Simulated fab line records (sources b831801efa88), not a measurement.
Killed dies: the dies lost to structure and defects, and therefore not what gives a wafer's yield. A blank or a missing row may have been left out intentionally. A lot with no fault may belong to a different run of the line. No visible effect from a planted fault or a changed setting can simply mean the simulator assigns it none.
Matching of chambers + flow sky130 + cmp-01 running SKY_LI_CONTACT_CMP_02: 4 sister chambers
The step polishes PSG. 4 wafers are shown with their chamber, then 12 later ones without.

## EACH WAFER AND ITS CHAMBER
| wafer  | chamber | motorCurrentA (A) |
|--------|---------|-------------------|
| L090.6 | 0       | 12.4              |
| L092.1 | 3       | 10.1              |
| L092.3 | 2       | 12.3              |
| L092.4 | 1       | 11.6              |

## WAFERS WITHOUT THEIR CHAMBER
| wafer  | motorCurrentA (A) |
|--------|-------------------|
| L093.3 | 13.4              |
| L093.4 | 10.4              |
| L093.6 | 13.5              |
| L094.3 | 12.6              |
| L094.4 | 10.8              |
| L094.6 | 10.0              |
| L095.1 | 12.1              |
| L095.5 | 11.1              |
| L095.6 | 12.9              |
| L096.1 | 11.5              |
| L096.2 | 9.7               |
| L096.5 | 11.3              |

## THE CHAMBER EACH PASSED THROUGH
| wafer  | from the rows above               | in truth |
|--------|-----------------------------------|----------|
| L093.3 | can't be placed: 0 or 2 or 1      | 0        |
| L093.4 | can't be placed: 3 or 1           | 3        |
| L093.6 | can't be placed: 0 or 2 or 1      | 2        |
| L094.3 | can't be placed: 0 or 2 or 1      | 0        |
| L094.4 | can't be placed: 3 or 1 or 2 or 0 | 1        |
| L094.6 | 3                                 | 3        |
| L095.1 | can't be placed: 2 or 0 or 1      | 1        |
| L095.5 | can't be placed: 1 or 3 or 2 or 0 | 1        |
| L095.6 | can't be placed: 0 or 2 or 1      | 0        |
| L096.1 | can't be placed: 1 or 2 or 0      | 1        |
| L096.2 | 3                                 | 3        |
| L096.5 | can't be placed: 1 or 2 or 0 or 3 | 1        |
Placed correctly: 2 of 12. Not placeable from these rows: 10 (in 10, the candidates include the true chamber). Wrongly placed: 0.
How it was worked out, from the rows above alone: a wafer's distance from a chamber is the root of the sum, over the readings, of the square of ((its reading less the chamber's mean) divided by the reading's scatter). If the next closest chamber is less than 2 further off than the closest, the wafer can't be placed; otherwise it belongs to the closest. The mean given for a chamber averages the wafers shown for that chamber. The scatter: root of mean squared gap, hidden wafer to nearest shown wafer, with one shown wafer a chamber.
